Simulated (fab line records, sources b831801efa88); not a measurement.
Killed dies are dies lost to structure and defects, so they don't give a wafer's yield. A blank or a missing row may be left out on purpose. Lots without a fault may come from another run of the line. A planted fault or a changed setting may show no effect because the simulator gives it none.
Which tool did it? | flow sfq_line | 14 lots, 41 wafers sampled, at 1 step of a route of 325

WHAT THE GAUGES READ, wafer by wafer
The record holds no reading of a measuring or inspecting step that can be judged against a usual standard deviation.

WHICH TOOL RAN EACH LOT (tool, then ch and the chambers of the sampled wafers, then the start)
lot  | SFQ_TRILAYER_I5_LITHO_PEB_147
L182 | litho_track-01 ch 0, day 67 15:31
L184 | litho_track-04 ch 0, day 67 19:07
L185 | litho_track-04 ch 0, day 67 20:27
L188 | litho_track-03 ch 0, day 68 18:46
L189 | litho_track-04 ch 0, day 69 04:20
L192 | litho_track-03 ch 0, day 69 22:12
L193 | litho_track-04, day 69 23:28
L194 | litho_track-04, day 70 00:39
L197 | litho_track-03 ch 0, day 79 07:59
L198 | litho_track-01 ch 0, day 79 09:11
L199 | litho_track-04 ch 0, day 79 15:11
L202 | litho_track-03 ch 0, day 79 22:21
L203 | litho_track-04 ch 0, day 80 04:23
L204 | litho_track-04 ch 0, day 81 00:45
- SFQ_TRILAYER_I5_LITHO_PEB_147: peb time 60 s.

WHAT THE TOOLS THEMSELVES READ (means of the sampled wafers that have a number; where no wafer has one, the mark that the record gives instead)
SFQ_TRILAYER_I5_LITHO_PEB_147.
lot  | tool           | chill_plate_temp_C (C) | exhaust_pa (Pa)
L182 | litho_track-01 | 22.89                  | 45.0
L184 | litho_track-04 | 22.77                  | 44.9
L185 | litho_track-04 | 23.10                  | 44.8
L188 | litho_track-03 | 22.94                  | 45.7
L189 | litho_track-04 | 23.08                  | 44.5
L192 | litho_track-03 | 22.88                  | 45.5
L193 | litho_track-04 | -                      | -
L194 | litho_track-04 | -                      | -
L197 | litho_track-03 | 23.11                  | 45.5
L198 | litho_track-01 | 23.03                  | 45.2
L199 | litho_track-04 | 23.06                  | 45.3
L202 | litho_track-03 | 22.98                  | 45.1
L203 | litho_track-04 | 23.09                  | 45.9
L204 | litho_track-04 | 22.99                  | 44.8

THE ANSWER, worked out from the rows above alone
Rule: what is usual is taken from the lots themselves. Put in order of their means at a reading, lots are off if they are a third of the lots or fewer, leave a main group of 4 or more, and stand apart from it by a gap of 3 or more times the standard deviation of the main group's means; of several such gaps the widest counts. A main group whose means are all the same, to the digits that the tables above print for the reading, isn't used. A lot without any number at a reading at which 4 lots or more have one is off too. The other lots that the step has rows for count as sound. The gauges are gone through in route order, then the tools' own readings, and for those a lot's mean is taken as printed above. The first step at which some lot is off is used, and at that step the reading that is off furthest; a lot without a number counts as furthest.
Off: L193, L194, at SFQ_TRILAYER_I5_LITHO_PEB_147 (chill_plate_temp_C). Without a number there: L193, L194. The main group: mean 22.99 C, standard deviation 0.1.
A tool fits if, at that step or a process step before it, it ran every lot that is off, and no sound lot after the first of them. None of those tried fits.

WHAT THE SIMULATOR HAD PUT IN
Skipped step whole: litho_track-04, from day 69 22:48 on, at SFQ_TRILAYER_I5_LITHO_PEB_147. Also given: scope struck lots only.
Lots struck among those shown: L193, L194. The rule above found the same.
